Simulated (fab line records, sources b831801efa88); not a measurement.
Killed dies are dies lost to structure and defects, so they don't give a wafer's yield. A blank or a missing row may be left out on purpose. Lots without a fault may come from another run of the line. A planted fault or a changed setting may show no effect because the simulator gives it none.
fab line records | flow sky130
record lots=11 wafers=33 last_day=50
route steps=708 shown FIELD_ISO@1 NWELL@64 VT_ADJUST_NCORE@126 PAD_OPEN@708
lots that met no fault: from a run of the same line without faults
start_h: hours from the record's first day to the start of the lot's first wafer shown | wait_h: hours since the lot's step before | " the same as in the row above | L1.1+2: a row that stands for several wafers | - no value, or no start given | * or withheld: withheld | < > ~ a bound
route shown NAME@n: a module of which the file shows steps, and the number in the route of the first | usual: mean/standard deviation of fault-free wafers | same: alike in all rows | chamber/n: place in a boat | sites: the reading at each site | _std_site: their standard deviation | _edge_site: outer sites' mean less inner sites' | radius_mm: how far each site lies from the wafer's centre | mask NAME#n: copy n | behind: the tool/chamber that last shaped the wafer | hold: why the lot was held/for how many hours/how that ended | device: the transistor (n, p or np) that didn't switch | end of line: the same wafers' tests at the end of the route | a step without rows: its recipe alone | killed: dies lost to structure and defects at the first sort, not the wafer's yield | map: a wafer's dies, x killed, . not, _ none there
set.NAME: the setting as run; set.NAME@STEP: as run at that earlier step | model.NAME: the simulator's own value behind a step, which no gauge read
steps of the route over a sample of lots; a table a step, a row a wafer
services: from which hour (start_h, from the record's first day; less than 0 if before it) a tool's chamber was out of use, for how many hours, and why
## steps
# step SKY_FIELD_ISO_BOW_MEAS_00
# recipe mode=bow
# usual INCOMING_BOW=0/5.9
# columns lot.wafer tool chamber start_h wait_h INCOMING_BOW[um]
L226.2 film_metro-01 - 25.02 - 0
L226.3 " - " " 0
L226.5 " - " " -8
L228.1 film_metro-04 - 35.00 - 4
L228.2 " - " " 2
L228.5 " - " " -2
L233.2 film_metro-03 - 60.02 - 4
L233.3 " - " " 0
L233.4 " - " " 5
L234.1 film_metro-04 - 65.00 - -2
L234.4 " - " " 9
L234.6 " - " " 8
L235.2 film_metro-03 - 70.02 - -6
L235.3 " - " " -5
L235.6 " - " " -9
L237.2 film_metro-03 - 80.02 - -1
L237.4 " - " " 0
L237.5 " - " " 10
L238.2 film_metro-03 - 85.02 - -2
L238.5 " - " " 6
L238.6 " - " " 2
L241.1 film_metro-04 - 100.00 - 1
L241.2 " - " " -2
L241.4 " - " " -12
L242.1 film_metro-03 - 105.00 - 0
L242.2 " - " " 1
L242.6 " - " " 5
L243.3 film_metro-01 - 110.04 - 0
L243.4 " - " " 8
L243.5 " - " " 2
L246.1 film_metro-04 - 125.00 - -6
L246.5 " - " " -6
L246.6 " - " " 4
# step SKY_FIELD_ISO_CMP_27
# recipe stop_on=Si3N4 t_overpolish_s=16 down_force_psi=4 platen_rpm=60 target_thk_nm=457.8 pad_velocity_m_s=0.94248
# usual motor_current_A=11.5/1.2 overpolish_run_s=16.000/0.0089 slurry_filter_dp_kPa=13.49/0.13 time_to_endpoint_s=110/3.9
# columns lot.wafer tool chamber start_h wait_h motor_current_A overpolish_run_s slurry_filter_dp_kPa time_to_endpoint_s
L226.3 cmp-02 2 48.03 0.0 9.3 16.001 13.40 109
L226.2 " 1 " " 12.0 15.995 13.72 114
L226.5 " 2 " " 9.4 16.014 13.32 107
L228.1 cmp-02 1 59.06 0.1 11.9 16.011 13.56 112
L228.2 " 2 " " 9.3 16.001 13.65 114
L228.5 " 3 " " 10.6 16.003 13.39 114
L233.3 cmp-02 0 86.13 0.0 12.7 16.010 13.59 107
L233.4 " 1 " " 11.9 16.007 13.36 111
L233.2 " 3 " " 10.7 15.995 13.36 111
L234.4 cmp-02 0 91.01 0.3 12.5 16.003 13.51 106
L234.1 " 2 " " 9.2 15.997 13.36 106
L234.6 " 0 " " 12.3 16.019 13.63 106
L235.2 cmp-02 0 97.19 0.0 12.1 16.014 13.38 107
L235.3 " 3 " " 11.1 16.004 13.57 108
L235.6 " 0 " " 12.4 15.994 13.44 109
L237.2 cmp-01 2 105.67 0.0 13.3 16.002 13.39 111
L237.4 " 3 " " 12.8 15.989 13.56 106
L237.5 " 3 " " 12.1 15.995 13.48 107
L238.2 cmp-01 1 113.08 0.1 12.6 15.990 13.38 115
L238.6 " 0 " " 11.8 15.999 13.63 114
L238.5 " 1 " " 12.4 15.996 13.53 115
L241.1 cmp-02 3 127.31 0.3 10.8 15.986 13.67 108
L241.2 " 0 " " 12.8 15.982 13.52 107
L241.4 " 2 " " 9.8 16.001 13.41 103
L242.2 cmp-02 2 131.02 0.2 9.7 16.008 13.62 104
L242.1 " 1 " " 12.8 15.998 13.24 112
L242.6 " 2 " " 9.9 15.999 13.62 105
L243.3 cmp-02 3 139.58 0.0 10.7 15.989 13.53 111
L243.4 " 1 " " 12.7 15.993 13.54 117
L243.5 " 0 " " 12.0 16.005 13.42 112
L246.1 cmp-02 1 157.40 0.1 12.4 15.983 13.41 112
L246.6 " 0 " " 12.8 16.001 13.46 109
L246.5 " 1 " " 12.3 16.019 13.56 109
# step SKY_NWELL_IMPLANT_11
# recipe species=P energy_kev=400 dose_cm2=1.9e+13 tilt_deg=withheld
# usual beam_on_s=10.01/0.21 dose_ions_cm2=1.9002e+13/2e+10 end_station_pressure_torr=5.11e-06/2.6e-07 faraday_current_uA=107.0/2.2
# columns lot.wafer tool chamber start_h wait_h beam_on_s dose_ions_cm2 end_station_pressure_torr faraday_current_uA
L226.2 implanter-04 0 98.72 0.0 9.83 1.8987e+13 5.18e-06 108.7
L226.3 " 0 " " 9.91 1.9e+13 5.57e-06 108.2
L226.5 " 0 " " 9.93 1.8957e+13 5.21e-06 107.5
L228.1 implanter-01 0 112.04 0.0 10.07 1.9e+13 4.91e-06 106.5
L228.2 " 0 " " 10.02 1.9029e+13 5.25e-06 106.9
L228.5 " 0 " " 9.90 1.9025e+13 5.24e-06 108.2
L233.2 implanter-01 0 142.82 0.0 10.37 1.9e+13 4.87e-06 103.2
L233.3 " 0 " " 10.03 1.9e+13 4.65e-06 106.9
L233.4 " 0 " " 10.24 1.8994e+13 4.99e-06 104.6
L234.1 implanter-01 0 149.79 0.0 67.27 1.7406e+14 5.06e-06 146.4
L234.4 " 0 " " 69.61 1.7403e+14 5.44e-06 141.4
L234.6 " 0 " " 68.79 1.7407e+14 5.32e-06 142.3
L235.2 implanter-01 0 156.22 0.0 69.09 1.7404e+14 4.82e-06 141.6
L235.3 " 0 " " 68.07 1.7406e+14 5.45e-06 143.6
L235.6 " 0 " " 65.19 1.7404e+14 5.43e-06 151.0
L237.2 implanter-01 0 164.63 0.0 67.43 1.741e+14 5.2e-06 145.2
L237.4 " 0 " " 69.55 1.7408e+14 4.45e-06 141.3
L237.5 " 0 " " 68.08 1.7408e+14 5.26e-06 144.8
L238.2 implanter-02 0 174.27 0.0 9.57 1.8973e+13 4.93e-06 111.6
L238.5 " 0 " " 9.34 1.8982e+13 5.02e-06 114.2
L238.6 " 0 " " 10.26 1.8961e+13 4.94e-06 104.7
L241.1 implanter-04 0 190.55 0.0 10.14 1.901e+13 5.11e-06 105.7
L241.2 " 0 " " 10.14 1.8973e+13 4.84e-06 105.6
L241.4 " 0 " " 9.79 1.9012e+13 5.27e-06 109.6
L242.1 implanter-04 0 194.09 0.0 9.80 1.9022e+13 5.59e-06 109.1
L242.2 " 0 " " 9.98 1.8988e+13 5.45e-06 107.1
L242.6 " 0 " " 10.38 1.9009e+13 5.06e-06 103.4
L243.3 implanter-02 0 204.25 0.1 10.15 1.8989e+13 5.19e-06 105.5
L243.4 " 0 " " 10.06 1.9039e+13 4.87e-06 106.8
L243.5 " 0 " " 9.95 1.9021e+13 5.08e-06 107.1
L246.1 implanter-04 0 225.95 0.0 10.03 1.9007e+13 5.43e-06 107.2
L246.5 " 0 " " 9.85 1.8985e+13 5.07e-06 109.1
L246.6 " 0 " " 10.00 1.9008e+13 4.8e-06 107.1
# step SKY_NWELL_TW_MEAS_15
# usual NWELL_TW=1824/9.4
# columns lot.wafer tool chamber start_h wait_h NWELL_TW
L226.2 film_metro-01 - 100.35 0.1 1811
L226.3 " - " " 1821
L226.5 " - " " 1815
L228.1 film_metro-01 - 112.62 0.1 1822
L228.2 " - " " 1828
L228.5 " - " " 1821
L233.2 film_metro-04 - 143.35 0.1 1840
L233.3 " - " " 1831
L233.4 " - " " 1838
L234.1 film_metro-01 - 150.34 0.1 3616
L234.4 " - " " 3631
L234.6 " - " " 3641
L235.2 film_metro-01 - 156.75 0.1 3635
L235.3 " - " " 3637
L235.6 " - " " 3637
L237.2 film_metro-02 - 165.16 0.1 3659
L237.4 " - " " 3666
L237.5 " - " " 3647
L238.2 film_metro-04 - 174.80 0.1 1816
L238.5 " - " " 1823
L238.6 " - " " 1817
L241.1 film_metro-04 - 191.10 0.1 1822
L241.2 " - " " 1830
L241.4 " - " " 1834
L242.1 film_metro-01 - 194.64 0.1 1831
L242.2 " - " " 1813
L242.6 " - " " 1823
L243.3 film_metro-01 - 204.77 0.1 1810
L243.4 " - " " 1819
L243.5 " - " " 1819
L246.1 film_metro-02 - 226.50 0.1 1821
L246.5 " - " " 1814
L246.6 " - " " 1820
# step SKY_NWELL_RS_MEAS_29
# recipe thk_meas_gauge=four-point-probe
# usual NWELL_RS=625.5/1.6
# columns lot.wafer tool chamber start_h wait_h NWELL_RS[ohm/sq]
L226.2 film_metro-04 - 118.87 0.1 623.6
L226.3 " - " " 625.2
L226.5 " - " " 626.1
L228.1 film_metro-01 - 131.41 0.1 623.6
L228.2 " - " " 623.8
L228.5 " - " " 624.0
L233.2 film_metro-02 - 163.48 0.1 627.2
L233.3 " - " " 626.2
L233.4 " - " " 626.8
L234.1 film_metro-01 - 170.36 0.1 180.3
L234.4 " - " " 180.4
L234.6 " - " " 180.0
L235.2 film_metro-02 - 176.92 0.1 180.0
L235.3 " - " " 180.1
L235.6 " - " " 179.9
L237.2 film_metro-02 - 186.27 0.1 180.1
L237.4 " - " " 180.4
L237.5 " - " " 180.2
L238.2 film_metro-04 - 195.87 0.1 624.2
L238.5 " - " " 625.7
L238.6 " - " " 625.7
L241.1 film_metro-02 - 213.21 0.1 627.0
L241.2 " - " " 625.7
L241.4 " - " " 625.1
L242.1 film_metro-04 - 217.70 0.1 621.7
L242.2 " - " " 620.4
L242.6 " - " " 623.7
L243.3 film_metro-01 - 227.54 0.1 625.9
L243.4 " - " " 625.9
L243.5 " - " " 625.0
L246.1 film_metro-02 - 250.26 0.1 627.6
L246.5 " - " " 626.5
L246.6 " - " " 627.2
# step SKY_VT_ADJUST_NCORE_CD_MEAS_07
# recipe target_cd_nm=380
# usual cd_nm=380.4/2.6
# columns lot.wafer tool chamber start_h wait_h cd_nm
L226.2 cd_sem-02 - 200.33 0.1 379.3
L226.3 " - " " 380.5
L226.5 " - " " 381.0
L228.1 cd_sem-01 - 214.31 0.1 383.2
L228.2 " - " " 382.1
L228.5 " - " " 380.3
L233.2 cd_sem-02 - 252.95 0.1 377.4
L233.3 " - " " 380.2
L233.4 " - " " 378.0
L234.1 cd_sem-02 - 259.93 0.1 375.0
L234.4 " - " " 375.5
L234.6 " - " " 376.4
L235.2 cd_sem-01 - 269.59 0.1 381.7
L235.3 " - " " 383.9
L235.6 " - " " 381.4
L237.2 cd_sem-02 - 279.14 0.1 382.2
L237.4 " - " " 383.6
L237.5 " - " " 380.2
L238.2 cd_sem-01 - 290.55 0.1 375.3
L238.5 " - " " 378.6
L238.6 " - " " 376.2
L241.1 cd_sem-02 - 309.86 0.1 377.6
L241.2 " - " " 378.2
L241.4 " - " " 378.6
L242.1 cd_sem-02 - 314.11 0.1 386.7
L242.2 " - " " 384.5
L242.6 " - " " 387.6
L243.3 cd_sem-01 - 325.57 0.1 382.6
L243.4 " - " " 381.1
L243.5 " - " " 385.4
L246.1 cd_sem-02 - 352.31 0.1 380.9
L246.5 " - " " 381.1
L246.6 " - " " 382.0
# step SKY_PAD_OPEN_PROBE_99
# usual killed_at_M0_to_M3=42/6.4 killed_at_M4_up=3.2/1.9 killed_at_contacts=24/4.8 killed_at_front_end=16/4.4 killed_at_other=0.3/0.55 killed_dies=86/8.6 killed_open=46/6.6 killed_short=39/5.7
# same gross_dies=492 killed_at_back_side=0
# columns lot.wafer tool chamber start_h wait_h killed_at_M0_to_M3 killed_at_M4_up killed_at_contacts killed_at_front_end killed_at_other killed_dies killed_open killed_short
L226.2 prober-02 - 1106.00 0.1 38 3 24 17 0 82 43 39
L226.3 prober-02 - 1106.05 0.2 37 4 21 16 1 79 48 30
L226.5 prober-02 - 1106.15 0.2 48 3 25 17 1 94 48 45
L238.2 prober-01 - 1161.36 0.1 36 4 13 17 0 70 42 27
L238.5 prober-01 - 1161.51 0.2 44 5 26 10 0 85 44 41
L238.6 prober-01 - 1161.56 0.2 42 3 26 20 0 91 51 40
L241.1 prober-02 - 1174.29 0.1 32 5 27 21 0 85 48 37
L241.2 prober-02 - 1174.34 0.1 40 0 29 16 1 86 51 35
L241.4 prober-02 - 1174.44 0.2 39 1 23 12 1 76 37 38
# killed by level:class
L226.2 CONTACT:geometric_particle:open=12 VIA1:geometric_particle:open=7 METAL3:geometric_particle:short=6 VIA2:geometric_particle:open=6 FIELD_ISO:geometric_particle:open=5 POLY_GATE:geometric_particle:short=5 LI_CONTACT:geometric_particle:open=5 METAL1:geometric_particle:short=5
L226.3 VIA1:geometric_particle:open=13 CONTACT:geometric_particle:open=11 VIA2:geometric_particle:open=8 VIA3:geometric_particle:open=6 POLY_GATE:geometric_particle:short=5 FIELD_ISO:geometric_particle:short=4 LI_CONTACT:geometric_particle:open=4 CONTACT:geometric_particle:short=4
L226.5 METAL2:geometric_particle:short=12 CONTACT:geometric_particle:open=10 VIA1:geometric_particle:open=9 LI_CONTACT:geometric_particle:open=9 FIELD_ISO:geometric_particle:open=6 METAL1:geometric_particle:short=5 VIA2:geometric_particle:short=5 VIA3:geometric_particle:open=5
L238.2 VIA1:geometric_particle:open=8 CONTACT:geometric_particle:open=7 FIELD_ISO:geometric_particle:open=6 FIELD_ISO:geometric_particle:short=6 VIA2:geometric_particle:open=5 LI_CONTACT:geometric_particle:open=4 METAL1:geometric_particle:short=4 VIA1:geometric_particle:short=3
L238.5 CONTACT:geometric_particle:open=10 VIA1:geometric_particle:open=10 VIA1:geometric_particle:short=8 LI_CONTACT:geometric_particle:open=7 CONTACT:geometric_particle:short=5 METAL4:geometric_particle:short=5 METAL2:geometric_particle:short=5 LOCAL_INTERCONNECT:geometric_particle:short=4
L238.6 CONTACT:geometric_particle:open=11 VIA1:geometric_particle:open=8 VIA2:geometric_particle:open=8 FIELD_ISO:geometric_particle:short=7 VIA3:geometric_particle:open=6 POLY_GATE:geometric_particle:open=5 POLY_GATE:geometric_particle:short=5 LI_CONTACT:geometric_particle:open=5
L241.1 CONTACT:geometric_particle:open=13 VIA1:geometric_particle:open=7 FIELD_ISO:geometric_particle:short=6 LI_CONTACT:geometric_particle:open=6 POLY_GATE:geometric_particle:open=6 POLY_GATE:geometric_particle:short=5 METAL1:geometric_particle:short=4 METAL2:geometric_particle:short=4
L241.2 LI_CONTACT:geometric_particle:open=10 VIA1:geometric_particle:open=10 CONTACT:geometric_particle:open=8 METAL1:geometric_particle:short=7 VIA2:geometric_particle:open=7 LOCAL_INTERCONNECT:geometric_particle:short=6 VIA1:geometric_particle:short=5 VIA3:geometric_particle:open=4
L241.4 CONTACT:geometric_particle:open=11 VIA1:geometric_particle:open=9 VIA3:geometric_particle:open=8 FIELD_ISO:geometric_particle:short=5 VIA1:geometric_particle:short=5 VIA2:geometric_particle:short=5 LOCAL_INTERCONNECT:geometric_particle:short=4 METAL2:geometric_particle:short=4
## services
# columns tool chamber start_h hours kind
cmp-01 - 58.94 2.6 repair
cmp-02 - 64.00 4.0 pm
cmp-02 - 68.00 - consumable_replace:conditioner
cmp-02 - 68.00 - consumable_replace:pad
cmp-01 - 68.23 3.4 pm
cmp-01 - 76.88 1.5 repair
cmp-02 - 98.75 1.3 repair
cmp-01 - 100.43 1.1 repair
implanter-01 - 107.62 4.1 pm
cmp-01 - 124.70 18.0 pm
implanter-04 - 129.39 3.3 pm
cmp-01 - 152.85 0.3 repair
implanter-02 - 154.95 15.8 pm
cmp-02 - 161.85 4.8 pm
cmp-02 - 179.18 3.4 repair
implanter-04 - 181.77 2.3 pm
implanter-02 - 185.27 1.6 repair
cmp-01 - 193.91 4.1 repair
## key
first_sign step=SKY_NWELL_IMPLANT_11 reading=dose_ions_cm2 direction=up sigmas=99+ usual=* struck=*
effect step=SKY_NWELL_IMPLANT_11 reading=beam_on_s direction=up sigmas=99+ usual=10.01 struck=68.12
effect step=SKY_NWELL_TW_MEAS_15 reading=NWELL_TW direction=up sigmas=99+ usual=1824 struck=3641
effect step=SKY_NWELL_RS_MEAS_29 reading=NWELL_RS direction=down sigmas=99+ usual=625.5 struck=180.1
met_at SKY_NWELL_IMPLANT_11
struck_lots L234,L235,L237
tester_left_out L234,L235,L237
not_acting_at SKY_FIELD_ISO_BOW_MEAS_00,SKY_FIELD_ISO_CMP_27,SKY_VT_ADJUST_NCORE_CD_MEAS_07
onset_between 142.82 149.79
fault kind=process_parameter_drift tool=implanter-01 chamber=- onset_h=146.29 steps=SKY_NWELL_IMPLANT_11 channel=dose_cm2 offset=* shape=step end_h=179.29 acts_in=* stated=*
# tester_left_out: of these lots the tester's yield and bins aren't shown, on N5 and GAA mostly nor the transistor test; their killed dies are dies lost to structure and defects alone, not to doping, threshold or leakage, so they don't give the yield
